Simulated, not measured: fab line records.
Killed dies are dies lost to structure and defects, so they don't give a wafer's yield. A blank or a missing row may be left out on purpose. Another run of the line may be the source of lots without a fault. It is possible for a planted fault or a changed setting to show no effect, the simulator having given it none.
fab line records -- flow sky130
record: lots: 12, wafers: 36, last_day: 50
route steps=708 shown VIA4@641 METAL5@665 PAD_OPEN@707
lots with no fault: from the same line, run without faults
start_h: start of the lot's first displayed wafer, in hours after the record's first day -- wait_h: how many hours have passed since the lot's step before this one -- " identical to the entry in the row above -- L1.1+2: one row covering several wafers at once -- - no value, or no start was given -- * or withheld: withheld -- < > ~ a bound
route shown NAME@n: NAME is a module with steps in the file, n the number in the route of the first one -- usual: average and standard deviation across the fault-free wafers -- same: alike in all rows -- chamber/n: place in a boat -- sites: the reading at each site -- _std_site: their standard deviation -- _edge_site: the outer-site mean with the inner-site mean subtracted -- radius_mm: for every site, how far away it sits from the centre of the wafer -- mask NAME#n: copy n -- behind: the last tool/chamber to shape the wafer -- hold: why the lot went on hold/how many hours it stayed there/how the hold came to an end -- device: the n, p or np transistor that did not switch -- end of line: at the end of the route, the tests of the same wafers -- for a step that has no rows: nothing shown but its recipe -- killed: the dies lost at the first sort to structure and to defects; this is not the yield of the wafer -- map: the dies of a wafer, with x for killed, . for not killed, _ for no die there
set.NAME: the setting the step ran with; set.NAME@STEP: the setting that earlier step ran with -- model.NAME: the simulator's own value behind a step, which no gauge read
steps of the route over a sample of lots; a table a step, a row a wafer
services: the hour from which a tool's chamber was out of use, counted from the record's first day as start_h (under 0 if before that day), plus the number of hours and why
== steps ==
step: SKY_VIA4_CMP_02
recipe: material: SiO2, down_force_psi: 4, platen_rpm: 60, pad_velocity_m_s: 0.94248
usual: motor_current_A: 12.2/1
lot.wafer,tool,chamber,start_h,wait_h,motor_current_A
L928.1,cmp-01,3,980.57,0.2,12.4
L928.4,cmp-01,0,980.57,0.2,12.0
L928.5,cmp-01,3,980.57,0.2,11.9
L929.4,cmp-01,2,991.10,0.0,13.6
L929.1,cmp-01,3,991.10,0.0,12.4
L929.3,cmp-01,1,991.10,0.0,12.0
L930.3,cmp-02,2,998.47,0.1,11.8
L930.1,cmp-02,0,998.47,0.1,14.3
L930.6,cmp-02,1,998.47,0.1,11.6
L933.4,cmp-01,2,1016.80,0.0,13.3
L933.1,cmp-01,0,1016.80,0.0,12.1
L933.2,cmp-01,1,1016.80,0.0,11.4
L931.2,cmp-02,0,1017.78,0.1,13.6
L931.1,cmp-02,2,1017.78,0.1,11.8
L931.6,cmp-02,3,1017.78,0.1,11.1
L932.4,cmp-01,3,1021.23,0.0,11.7
L932.3,cmp-01,1,1021.23,0.0,11.2
L932.5,cmp-01,3,1021.23,0.0,11.4
L934.3,cmp-02,3,1029.41,0.0,11.2
L934.4,cmp-02,1,1029.41,0.0,11.6
L934.1,cmp-02,2,1029.41,0.0,11.5
L941.3,cmp-02,0,1071.46,0.1,13.5
L941.1,cmp-02,3,1071.46,0.1,11.5
L941.6,cmp-02,0,1071.46,0.1,14.8
L942.1,cmp-01,2,1074.42,0.1,13.8
L942.3,cmp-01,3,1074.42,0.1,11.8
L942.6,cmp-01,2,1074.42,0.1,14.1
L943.1,cmp-01,0,1082.33,0.1,12.7
L943.3,cmp-01,1,1082.33,0.1,11.6
L943.5,cmp-01,3,1082.33,0.1,11.8
L945.3,cmp-01,3,1097.09,0.2,12.1
L945.1,cmp-01,0,1097.09,0.2,12.2
L945.5,cmp-01,3,1097.09,0.2,11.9
L950.3,cmp-01,1,1124.46,0.1,11.5
L950.1,cmp-01,2,1124.46,0.1,14.3
L950.6,cmp-01,1,1124.46,0.1,11.5
step: SKY_VIA4_CMP_21
recipe: stop_on: SiO2, t_overpolish_s: 25, down_force_psi: 3.5, platen_rpm: 60, target_thk_nm: 0, pad_velocity_m_s: 0.94248
usual: motor_current_A: 11.2/0.84, overpolish_run_s: 25.000/0.0097, time_to_endpoint_s: 127/4.2
lot.wafer,tool,chamber,start_h,wait_h,motor_current_A,overpolish_run_s,time_to_endpoint_s
L928.4,cmp-01,1,1004.98,0.0,10.9,24.996,129
L928.1,cmp-01,3,1004.98,0.0,11.1,24.989,120
L928.5,cmp-01,2,1004.98,0.0,11.9,25.012,133
L929.1,cmp-02,2,1015.60,0.1,10.7,25.000,124
L929.3,cmp-02,3,1015.60,0.1,10.1,25.005,126
L929.4,cmp-02,0,1015.60,0.1,13.2,25.002,118
L930.3,cmp-01,3,1022.85,0.0,10.6,25.002,124
L930.1,cmp-01,0,1022.85,0.0,10.7,24.989,127
L930.6,cmp-01,3,1022.85,0.0,10.9,25.012,126
L933.4,cmp-02,2,1040.35,0.1,10.9,25.016,127
L933.2,cmp-02,3,1040.35,0.1,10.5,25.012,131
L933.1,cmp-02,0,1040.35,0.1,12.4,24.993,123
L931.2,cmp-02,3,1041.03,0.0,10.1,24.991,132
L931.1,cmp-02,1,1041.03,0.0,11.2,25.002,132
L931.6,cmp-02,0,1041.03,0.0,13.1,24.987,123
L932.4,cmp-02,3,1044.96,0.1,10.6,24.995,136
L932.3,cmp-02,1,1044.96,0.1,10.8,24.991,132
L932.5,cmp-02,2,1044.96,0.1,10.8,25.009,129
L934.4,cmp-01,1,1052.93,0.0,10.5,24.980,135
L934.1,cmp-01,2,1052.93,0.0,12.3,24.986,130
L934.3,cmp-01,3,1052.93,0.0,11.0,24.995,126
L941.3,cmp-02,1,1094.36,0.6,11.3,25.004,123
L941.1,cmp-02,3,1094.36,0.6,10.6,25.019,130
L941.6,cmp-02,1,1094.36,0.6,11.1,24.999,126
L942.1,cmp-02,1,1097.06,0.4,10.6,24.990,127
L942.3,cmp-02,0,1097.06,0.4,12.8,25.004,126
L942.6,cmp-02,1,1097.06,0.4,11.6,25.008,127
L943.1,cmp-01,2,1103.50,0.1,12.5,24.997,119
L943.3,cmp-01,3,1103.50,0.1,10.9,25.013,122
L943.5,cmp-01,3,1103.50,0.1,11.1,25.010,116
L945.1,cmp-01,2,1119.02,0.1,12.3,25.003,126
L945.3,cmp-01,1,1119.02,0.1,9.8,25.000,136
L945.5,cmp-01,2,1119.02,0.1,12.1,24.995,131
L950.1,cmp-02,3,1144.48,0.1,9.8,25.018,128
L950.3,cmp-02,1,1144.48,0.1,11.6,24.990,125
L950.6,cmp-02,2,1144.48,0.1,10.6,24.992,125
step: SKY_METAL5_SPUTTER_04
recipe: material: TiN, target_thk_nm: 70, power_w: 6500, time_s: 58.3, chamber_pressure_pa: 0.4
usual: throttle_valve_pct: 30.5/0.88
lot.wafer,tool,chamber,start_h,wait_h,throttle_valve_pct
L928.1,pvd_sputter-03,-,1005.42,0.0,29.9
L928.4,pvd_sputter-03,-,1005.42,0.0,29.9
L928.5,pvd_sputter-03,-,1005.42,0.0,29.9
L929.1,pvd_sputter-02,-,1015.97,0.0,31.8
L929.3,pvd_sputter-02,-,1015.97,0.0,30.1
L929.4,pvd_sputter-02,-,1015.97,0.0,31.2
L930.1,pvd_sputter-02,-,1023.27,0.0,31.1
L930.3,pvd_sputter-02,-,1023.27,0.0,30.2
L930.6,pvd_sputter-02,-,1023.27,0.0,31.2
L933.1,pvd_sputter-03,-,1040.72,0.0,30.5
L933.2,pvd_sputter-03,-,1040.72,0.0,30.0
L933.4,pvd_sputter-03,-,1040.72,0.0,29.7
L931.1,pvd_sputter-03,-,1041.44,0.0,29.8
L931.2,pvd_sputter-03,-,1041.44,0.0,29.9
L931.6,pvd_sputter-03,-,1041.44,0.0,29.7
L932.3,pvd_sputter-01,-,1045.32,0.0,31.5
L932.4,pvd_sputter-01,-,1045.32,0.0,31.1
L932.5,pvd_sputter-01,-,1045.32,0.0,31.3
L934.1,pvd_sputter-02,-,1053.35,0.0,31.0
L934.3,pvd_sputter-02,-,1053.35,0.0,32.0
L934.4,pvd_sputter-02,-,1053.35,0.0,31.2
L941.1,pvd_sputter-03,-,1094.78,0.0,30.1
L941.3,pvd_sputter-03,-,1094.78,0.0,29.7
L941.6,pvd_sputter-03,-,1094.78,0.0,30.5
L942.1,pvd_sputter-03,-,1097.48,0.0,30.4
L942.3,pvd_sputter-03,-,1097.48,0.0,29.8
L942.6,pvd_sputter-03,-,1097.48,0.0,30.0
L943.1,pvd_sputter-03,-,1103.92,0.0,29.7
L943.3,pvd_sputter-03,-,1103.92,0.0,30.3
L943.5,pvd_sputter-03,-,1103.92,0.0,29.6
L945.1,pvd_sputter-03,-,1119.44,0.0,30.5
L945.3,pvd_sputter-03,-,1119.44,0.0,30.4
L945.5,pvd_sputter-03,-,1119.44,0.0,30.5
L950.1,pvd_sputter-01,-,1144.85,0.0,31.0
L950.3,pvd_sputter-01,-,1144.85,0.0,29.3
L950.6,pvd_sputter-01,-,1144.85,0.0,31.7
step: SKY_PAD_OPEN_BOW_MEAS_13
recipe: mode: bow
usual: PAD_OPEN_BOW: 47/8.1
lot.wafer,tool,chamber,start_h,wait_h,PAD_OPEN_BOW[um]
L928.1,film_metro-01,-,1075.33,-,55
L928.4,film_metro-01,-,1075.33,-,59
L928.5,film_metro-01,-,1075.33,-,38
L929.1,film_metro-04,-,1085.22,-,37
L929.3,film_metro-04,-,1085.22,-,42
L929.4,film_metro-04,-,1085.22,-,40
L930.1,film_metro-04,-,1091.83,-,48
L930.3,film_metro-04,-,1091.83,-,35
L930.6,film_metro-04,-,1091.83,-,54
L933.1,film_metro-01,-,1108.15,-,47
L933.2,film_metro-01,-,1108.15,-,59
L933.4,film_metro-01,-,1108.15,-,60
L931.1,film_metro-02,-,1109.65,-,45
L931.2,film_metro-02,-,1109.65,-,55
L931.6,film_metro-02,-,1109.65,-,54
L932.3,film_metro-04,-,1111.05,-,44
L932.4,film_metro-04,-,1111.05,-,53
L932.5,film_metro-04,-,1111.05,-,51
L934.1,film_metro-02,-,1120.49,-,53
L934.3,film_metro-02,-,1120.49,-,55
L934.4,film_metro-02,-,1120.49,-,46
L941.1,film_metro-04,-,1155.82,-,57
L941.3,film_metro-04,-,1155.82,-,51
L941.6,film_metro-04,-,1155.82,-,33
L942.1,film_metro-04,-,1158.73,-,54
L942.3,film_metro-04,-,1158.73,-,49
L942.6,film_metro-04,-,1158.73,-,53
L943.1,film_metro-02,-,1165.26,-,46
L943.3,film_metro-02,-,1165.26,-,35
L943.5,film_metro-02,-,1165.26,-,46
L945.1,film_metro-02,-,1178.06,-,50
L945.3,film_metro-02,-,1178.06,-,54
L945.5,film_metro-02,-,1178.06,-,52
L950.1,film_metro-02,-,1198.08,-,51
L950.3,film_metro-02,-,1198.08,-,43
L950.6,film_metro-02,-,1198.08,-,54
step: SKY_PAD_OPEN_PROBE_99
usual: defect_limited_yield: 83.0/2, killed_at_M0_to_M3: 43/7.1, killed_at_M4_up: 3.1/1.7, killed_at_contacts: 23/5.1, killed_at_front_end: 14/4.4, killed_at_other: 0.3/0.47, killed_dies: 84/9.9, killed_on_rim: 16/3.8, killed_open: 45/6.6, killed_short: 38/6.8, sort_bin_3_pad_short: 0.8/0.4, sort_bin_5_function: 10.1/1.4, sort_bin_6_memory: 6.1/1.2, sort_n_pass: 408/9.9, sort_yield_pct: 83.0/2
same: gross_dies: 492, killed_at_back_side: 0, sort_bin_4_leakage[%]: 0, sort_bin_8_speed[%]: 0
lot.wafer,tool,chamber,start_h,wait_h,defect_limited_yield[%],killed_at_M0_to_M3,killed_at_M4_up,killed_at_contacts,killed_at_front_end,killed_at_other,killed_dies,killed_on_rim,killed_open,killed_short,sort_bin_3_pad_short[%],sort_bin_5_function[%],sort_bin_6_memory[%],sort_n_pass,sort_yield_pct[%]
L928.1,prober-02,-,1075.45,0.1,84.1,44,3,22,9,0,78,11,39,39,0.6,10.6,4.7,414,84.1
L928.4,prober-02,-,1075.60,0.2,84.8,39,1,22,13,0,75,15,38,37,0.2,8.7,6.3,417,84.8
L928.5,prober-02,-,1075.65,0.2,85.6,38,1,18,14,0,71,6,48,23,0.2,9.6,4.7,421,85.6
L929.1,prober-01,-,1085.34,0.1,82.1,49,4,24,11,0,88,14,52,36,1.0,10.2,6.7,404,82.1
L929.3,prober-01,-,1085.44,0.2,81.9,50,2,16,21,0,89,12,52,37,1.4,10.4,6.3,403,81.9
L929.4,prober-01,-,1085.49,0.2,85.2,30,4,25,13,1,73,14,45,28,1.4,7.7,5.7,419,85.2
L930.1,prober-02,-,1091.95,0.1,84.3,43,1,23,10,0,77,12,50,27,1.0,9.3,5.3,415,84.3
L930.3,prober-02,-,1092.05,0.2,81.7,43,1,22,23,1,90,15,52,38,0.8,10.0,7.5,402,81.7
L930.6,prober-02,-,1092.20,0.2,81.3,41,1,23,26,1,92,18,47,45,1.2,12.2,5.3,400,81.3
L933.1,prober-01,-,1108.27,0.1,84.6,40,3,21,12,0,76,13,29,47,1.4,7.1,6.9,416,84.6
L933.2,prober-01,-,1108.32,0.1,84.8,34,6,26,9,0,75,12,37,38,0.8,8.7,5.7,417,84.8
L933.4,prober-01,-,1108.42,0.2,81.9,48,4,29,8,0,89,25,43,46,1.2,8.3,8.5,403,81.9
L931.1,prober-02,-,1109.77,0.1,82.1,43,3,26,16,0,88,20,45,43,0.8,10.8,6.3,404,82.1
L931.2,prober-02,-,1109.82,0.1,81.9,54,2,18,15,0,89,15,44,45,0.8,10.6,6.7,403,81.9
L931.6,prober-02,-,1110.02,0.2,82.7,44,2,21,16,2,85,19,44,41,0.8,9.8,6.7,407,82.7
L932.3,prober-01,-,1111.23,0.2,81.9,55,3,18,12,1,89,16,49,40,0.4,9.8,7.9,403,81.9
L932.4,prober-01,-,1111.28,0.2,84.3,39,4,15,19,0,77,17,41,36,0.6,8.9,6.1,415,84.3
L932.5,prober-01,-,1111.33,0.2,80.1,43,3,34,18,0,98,25,53,45,1.2,11.2,7.5,394,80.1
L934.1,prober-02,-,1120.61,0.1,83.7,44,1,28,7,0,80,21,42,38,1.6,9.8,4.9,412,83.7
L934.3,prober-02,-,1120.71,0.2,80.3,42,4,24,27,0,97,20,53,44,0.4,10.4,8.9,395,80.3
L934.4,prober-02,-,1120.76,0.2,82.3,40,5,22,19,1,87,13,39,48,0.4,11.2,6.1,405,82.3
L941.1,prober-02,-,1155.94,0.1,82.7,41,3,26,15,0,85,22,51,34,0.8,10.2,6.3,407,82.7
L941.3,prober-02,-,1156.04,0.2,66.1,32,93,25,16,1,167,23,35,40,1.8,19.3,12.8,325,66.1
L941.6,prober-02,-,1156.19,0.2,64.2,36,110,19,11,0,176,36,36,31,2.2,23.2,10.4,316,64.2
L942.1,prober-01,-,1158.85,0.1,84.6,45,1,16,14,0,76,12,46,30,0.2,8.9,6.3,416,84.6
L942.3,prober-01,-,1158.95,0.2,83.5,43,3,22,12,1,81,17,43,38,0.2,10.6,5.7,411,83.5
L942.6,prober-01,-,1159.10,0.2,79.3,58,1,23,19,1,102,22,60,42,0.8,13.8,6.1,390,79.3
L943.1,prober-02,-,1165.38,0.1,83.1,49,2,22,10,0,83,19,41,42,0.6,11.4,4.9,409,83.1
L943.3,prober-02,-,1165.48,0.2,80.7,51,2,25,17,0,95,15,49,46,1.4,10.6,7.3,397,80.7
L943.5,prober-02,-,1165.58,0.2,85.8,35,2,20,12,1,70,13,44,26,0.2,8.3,5.7,422,85.8
L945.1,prober-01,-,1178.18,0.1,80.5,52,3,28,13,0,96,15,57,39,1.2,9.8,8.5,396,80.5
L945.3,prober-01,-,1178.28,0.2,83.9,47,3,20,9,0,79,11,48,31,0.4,8.7,6.9,413,83.9
L945.5,prober-01,-,1178.38,0.2,84.6,37,5,23,11,0,76,15,37,39,0.6,10.6,4.3,416,84.6
L950.1,prober-01,-,1198.20,0.1,76.2,61,6,27,23,0,117,26,63,54,1.6,14.0,8.1,375,76.2
L950.3,prober-01,-,1198.30,0.2,85.2,41,2,24,6,0,73,12,41,32,0.8,8.9,5.1,419,85.2
L950.6,prober-01,-,1198.45,0.2,80.1,48,4,33,13,0,98,15,54,44,0.8,12.0,7.1,394,80.1
killed by level:class
L928.1 VIA1:geometric_particle:open=8 METAL2:geometric_particle:short=8 LI_CONTACT:geometric_particle:open=5 CONTACT:geometric_particle:open=5 VIA3:geometric_particle:open=5 LOCAL_INTERCONNECT:geometric_particle:short=4 LI_CONTACT:geometric_particle:short=4 VIA2:geometric_particle:open=4
L928.4 CONTACT:geometric_particle:open=8 VIA2:geometric_particle:open=8 METAL2:geometric_particle:short=7 METAL1:geometric_particle:short=6 VIA1:geometric_particle:open=6 POLY_GATE:geometric_particle:short=4 LI_CONTACT:geometric_particle:open=4 LOCAL_INTERCONNECT:geometric_particle:short=4
L928.5 VIA1:geometric_particle:open=10 CONTACT:geometric_particle:open=7 POLY_GATE:geometric_particle:open=6 METAL2:geometric_particle:short=6 VIA3:geometric_particle:open=6 LI_CONTACT:geometric_particle:open=5 VIA2:geometric_particle:open=5 VIA1:geometric_particle:short=4
L929.1 VIA1:geometric_particle:open=11 VIA2:geometric_particle:open=10 LI_CONTACT:geometric_particle:open=7 CONTACT:geometric_particle:open=7 VIA3:geometric_particle:open=6 METAL3:geometric_particle:short=5 FIELD_ISO:geometric_particle:short=4 METAL2:geometric_particle:short=4
L929.3 VIA1:geometric_particle:open=14 CONTACT:geometric_particle:open=7 POLY_GATE:geometric_particle:short=6 VIA3:geometric_particle:open=5 LI_CONTACT:geometric_particle:open=5 FIELD_ISO:geometric_particle:open=4 POLY_GATE:geometric_particle:open=4 VIA2:geometric_particle:short=4
L929.4 LI_CONTACT:geometric_particle:open=9 CONTACT:geometric_particle:open=8 VIA3:geometric_particle:open=8 VIA1:geometric_particle:open=6 FIELD_ISO:geometric_particle:open=4 METAL1:geometric_particle:short=4 METAL2:geometric_particle:short=4 VIA2:geometric_particle:open=4
L930.1 METAL2:geometric_particle:short=10 VIA1:geometric_particle:open=9 LI_CONTACT:geometric_particle:open=8 CONTACT:geometric_particle:open=8 VIA2:geometric_particle:open=7 VIA3:geometric_particle:open=7 POLY_GATE:geometric_particle:open=4 LOCAL_INTERCONNECT:geometric_particle:short=4
L930.3 VIA1:geometric_particle:open=17 FIELD_ISO:geometric_particle:open=6 LI_CONTACT:geometric_particle:open=6 FIELD_ISO:geometric_particle:short=5 CONTACT:geometric_particle:open=5 VIA3:geometric_particle:open=5 POLY_GATE:geometric_particle:short=4 POLY_GATE:geometric_particle:open=4
L930.6 VIA1:geometric_particle:open=14 LOCAL_INTERCONNECT:geometric_particle:short=8 CONTACT:geometric_particle:short=7 FIELD_ISO:geometric_particle:short=6 VIA1:geometric_particle:short=6 CONTACT:geometric_particle:open=5 VIA3:geometric_particle:open=5 FIELD_ISO:geometric_particle:open=4
L933.1 CONTACT:geometric_particle:open=7 METAL1:geometric_particle:short=7 CONTACT:geometric_particle:short=6 VIA1:geometric_particle:short=6 METAL2:geometric_particle:short=6 FIELD_ISO:geometric_particle:short=4 VIA1:geometric_particle:open=4 VIA2:geometric_particle:open=4
L933.2 VIA1:geometric_particle:open=10 CONTACT:geometric_particle:open=9 CONTACT:geometric_particle:short=9 LOCAL_INTERCONNECT:geometric_particle:short=5 VIA1:geometric_particle:short=5 METAL4:geometric_particle:short=5 VIA2:geometric_particle:open=5 METAL1:geometric_particle:short=4
L933.4 CONTACT:geometric_particle:open=13 VIA1:geometric_particle:short=9 METAL1:geometric_particle:short=8 LI_CONTACT:geometric_particle:open=7 VIA2:geometric_particle:open=7 VIA1:geometric_particle:open=6 METAL2:geometric_particle:short=5 METAL3:geometric_particle:short=5
L931.1 CONTACT:geometric_particle:open=11 VIA1:geometric_particle:open=9 CONTACT:geometric_particle:short=7 METAL1:geometric_particle:short=7 METAL3:geometric_particle:short=7 METAL2:geometric_particle:short=5 FIELD_ISO:geometric_particle:short=4 VIA2:geometric_particle:open=4
L931.2 VIA1:geometric_particle:open=11 METAL1:geometric_particle:short=8 CONTACT:geometric_particle:open=8 VIA1:geometric_particle:short=6 METAL2:geometric_particle:short=6 VIA2:geometric_particle:open=6 VIA3:geometric_particle:open=6 VIA2:geometric_particle:short=4
L931.6 VIA1:geometric_particle:open=15 CONTACT:geometric_particle:open=13 VIA1:geometric_particle:short=10 METAL1:geometric_particle:short=6 FIELD_ISO:geometric_particle:short=4 METAL2:geometric_particle:short=4 POLY_CUT:geometric_particle:short=3 LI_CONTACT:geometric_particle:open=3
L932.3 METAL2:geometric_particle:short=11 CONTACT:geometric_particle:open=10 VIA1:geometric_particle:short=10 VIA2:geometric_particle:open=9 FIELD_ISO:geometric_particle:open=7 VIA3:geometric_particle:open=6 VIA1:geometric_particle:open=5 VIA3:geometric_particle:short=4
L932.4 VIA1:geometric_particle:open=11 FIELD_ISO:geometric_particle:open=7 FIELD_ISO:geometric_particle:short=7 METAL1:geometric_particle:short=7 CONTACT:geometric_particle:open=5 LI_CONTACT:geometric_particle:open=5 METAL2:geometric_particle:short=5 VIA3:geometric_particle:open=4
L932.5 CONTACT:geometric_particle:open=12 VIA1:geometric_particle:open=11 LI_CONTACT:geometric_particle:open=9 FIELD_ISO:geometric_particle:open=7 VIA2:geometric_particle:open=7 FIELD_ISO:geometric_particle:short=6 LI_CONTACT:geometric_particle:short=5 LOCAL_INTERCONNECT:geometric_particle:short=5
L934.1 CONTACT:geometric_particle:open=11 METAL1:geometric_particle:short=7 VIA1:geometric_particle:open=7 METAL2:geometric_particle:short=7 LI_CONTACT:geometric_particle:open=6 VIA2:geometric_particle:open=6 CONTACT:geometric_particle:short=5 VIA1:geometric_particle:short=5
L934.3 VIA1:geometric_particle:open=10 FIELD_ISO:geometric_particle:open=9 FIELD_ISO:geometric_particle:short=8 CONTACT:geometric_particle:open=8 VIA3:geometric_particle:open=8 POLY_GATE:geometric_particle:short=7 VIA2:geometric_particle:open=6 LI_CONTACT:geometric_particle:open=5
L934.4 CONTACT:geometric_particle:open=10 METAL2:geometric_particle:short=8 FIELD_ISO:geometric_particle:short=7 VIA1:geometric_particle:open=6 LOCAL_INTERCONNECT:geometric_particle:short=5 METAL1:geometric_particle:short=4 VIA2:geometric_particle:short=4 VIA3:geometric_particle:open=4
L941.1 VIA1:geometric_particle:open=13 CONTACT:geometric_particle:open=10 VIA3:geometric_particle:open=7 CONTACT:geometric_particle:short=5 VIA1:geometric_particle:short=5 VIA2:geometric_particle:open=5 POLY_GATE:geometric_particle:open=4 LI_CONTACT:geometric_particle:open=4
L941.3 VIA4:unspecified=92 CONTACT:geometric_particle:open=12 METAL2:geometric_particle:short=7 POLY_GATE:geometric_particle:short=5 CONTACT:geometric_particle:short=5 METAL1:geometric_particle:short=5 VIA1:geometric_particle:open=5 LI_CONTACT:geometric_particle:open=4
L941.6 VIA4:unspecified=109 CONTACT:geometric_particle:short=7 VIA1:geometric_particle:open=7 VIA2:geometric_particle:open=7 METAL1:geometric_particle:short=6 VIA1:geometric_particle:short=6 LI_CONTACT:geometric_particle:open=5 VIA3:geometric_particle:open=5
L942.1 VIA1:geometric_particle:open=13 VIA2:geometric_particle:open=7 VIA3:geometric_particle:open=7 LI_CONTACT:geometric_particle:open=6 METAL1:geometric_particle:short=6 POLY_GATE:geometric_particle:open=5 METAL2:geometric_particle:short=5 CONTACT:geometric_particle:short=4
L942.3 VIA1:geometric_particle:open=15 CONTACT:geometric_particle:open=8 VIA1:geometric_particle:short=7 POLY_GATE:geometric_particle:short=6 METAL1:geometric_particle:short=5 VIA2:geometric_particle:open=5 POLY_GATE:geometric_particle:open=4 LI_CONTACT:geometric_particle:open=4
L942.6 VIA1:geometric_particle:open=14 CONTACT:geometric_particle:open=10 LI_CONTACT:geometric_particle:open=7 VIA2:geometric_particle:open=7 METAL2:geometric_particle:short=6 VIA3:geometric_particle:open=6 FIELD_ISO:geometric_particle:short=5 VIA2:geometric_particle:short=5
L943.1 VIA1:geometric_particle:open=11 VIA3:geometric_particle:open=9 METAL1:geometric_particle:short=7 CONTACT:geometric_particle:short=6 VIA3:geometric_particle:short=6 LI_CONTACT:geometric_particle:open=5 CONTACT:geometric_particle:open=5 FIELD_ISO:geometric_particle:short=4
L943.3 CONTACT:geometric_particle:open=8 METAL1:geometric_particle:short=7 VIA1:geometric_particle:open=7 VIA2:geometric_particle:open=7 VIA2:geometric_particle:short=7 POLY_GATE:geometric_particle:open=6 LI_CONTACT:geometric_particle:open=6 METAL2:geometric_particle:short=6
L943.5 LI_CONTACT:geometric_particle:open=8 CONTACT:geometric_particle:open=8 VIA1:geometric_particle:open=6 VIA2:geometric_particle:open=6 METAL1:geometric_particle:short=5 VIA3:geometric_particle:open=5 POLY_GATE:geometric_particle:open=4 FIELD_ISO:geometric_particle:open=3
L945.1 VIA1:geometric_particle:open=15 CONTACT:geometric_particle:short=10 CONTACT:geometric_particle:open=9 VIA2:geometric_particle:open=6 VIA3:geometric_particle:open=6 METAL3:geometric_particle:short=5 POLY_GATE:geometric_particle:open=4 LI_CONTACT:geometric_particle:open=4
L945.3 VIA3:geometric_particle:open=12 VIA1:geometric_particle:open=8 CONTACT:geometric_particle:open=7 VIA3:geometric_particle:short=7 LI_CONTACT:geometric_particle:open=6 VIA1:geometric_particle:short=5 METAL2:geometric_particle:short=4 VIA2:geometric_particle:short=4
L945.5 LI_CONTACT:geometric_particle:open=7 VIA3:geometric_particle:open=7 VIA2:geometric_particle:open=7 METAL1:geometric_particle:short=6 CONTACT:geometric_particle:short=6 CONTACT:geometric_particle:open=6 METAL4:geometric_particle:short=5 VIA3:geometric_particle:short=4
L950.1 VIA1:geometric_particle:open=11 CONTACT:geometric_particle:open=9 LI_CONTACT:geometric_particle:open=9 VIA3:geometric_particle:open=9 METAL2:geometric_particle:short=9 VIA1:geometric_particle:short=8 CONTACT:geometric_particle:short=8 VIA2:geometric_particle:open=7
L950.3 VIA3:geometric_particle:open=10 VIA1:geometric_particle:open=9 METAL1:geometric_particle:short=7 CONTACT:geometric_particle:short=6 CONTACT:geometric_particle:open=6 VIA2:geometric_particle:open=6 LI_CONTACT:geometric_particle:short=4 LI_CONTACT:geometric_particle:open=3
L950.6 CONTACT:geometric_particle:open=12 LI_CONTACT:geometric_particle:open=10 VIA1:geometric_particle:open=9 VIA1:geometric_particle:short=7 FIELD_ISO:geometric_particle:short=6 METAL2:geometric_particle:short=6 VIA3:geometric_particle:open=6 VIA2:geometric_particle:open=5
== services ==
tool,chamber,start_h,hours,kind
pvd_sputter-02,-,959.63,1.3,repair
pvd_sputter-01,1,969.49,-,consumable_replace:kit
pvd_sputter-01,1,969.49,18.0,scheduled_down
pvd_sputter-01,1,969.49,18.0,vent_cycle
cmp-02,-,1009.53,1.1,repair
cmp-02,-,1009.97,4.2,repair
pvd_sputter-03,1,1040.77,-,consumable_replace:kit
pvd_sputter-03,1,1040.77,18.0,scheduled_down
pvd_sputter-03,1,1040.77,18.0,vent_cycle
pvd_sputter-01,-,1053.21,12.4,repair
pvd_sputter-02,2,1076.16,-,consumable_replace:kit
pvd_sputter-02,2,1076.16,18.0,scheduled_down
pvd_sputter-02,2,1076.16,18.0,vent_cycle
cmp-02,-,1076.67,0.2,repair
pvd_sputter-01,0,1080.44,-,consumable_replace:kit
pvd_sputter-01,0,1080.44,18.0,scheduled_down
cmp-01,-,1084.00,4.0,pm
pvd_sputter-02,-,1085.34,2.5,repair
cmp-01,-,1088.00,-,consumable_replace:conditioner
cmp-01,-,1088.00,-,consumable_replace:pad
cmp-01,-,1091.28,5.5,pm
pvd_sputter-03,-,1105.30,1.7,repair
pvd_sputter-03,-,1124.21,0.6,repair
cmp-02,-,1136.15,5.0,pm
== key ==
first_sign: step: SKY_PAD_OPEN_PROBE_99, reading: killed_at_M4_up, direction: up, sigmas: 58, usual: 3.1, struck: 101.5
effect: step: SKY_PAD_OPEN_PROBE_99, reading: killed_dies, direction: up, sigmas: 8.9, usual: 84, struck: 172
met_at SKY_VIA4_CMP_02
struck_lots L941
struck_wafers L941.3,L941.6
not_acting_at SKY_VIA4_CMP_21,SKY_METAL5_SPUTTER_04,SKY_PAD_OPEN_BOW_MEAS_13
onset_between 1017.78 1071.46
fault: kind: chamber_particle_source, tool: cmp-02, chamber: 0, onset_h: 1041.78, steps: SKY_VIA4_CMP_02, rate_per_visit_cm2: 0.44339, end_h: 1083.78
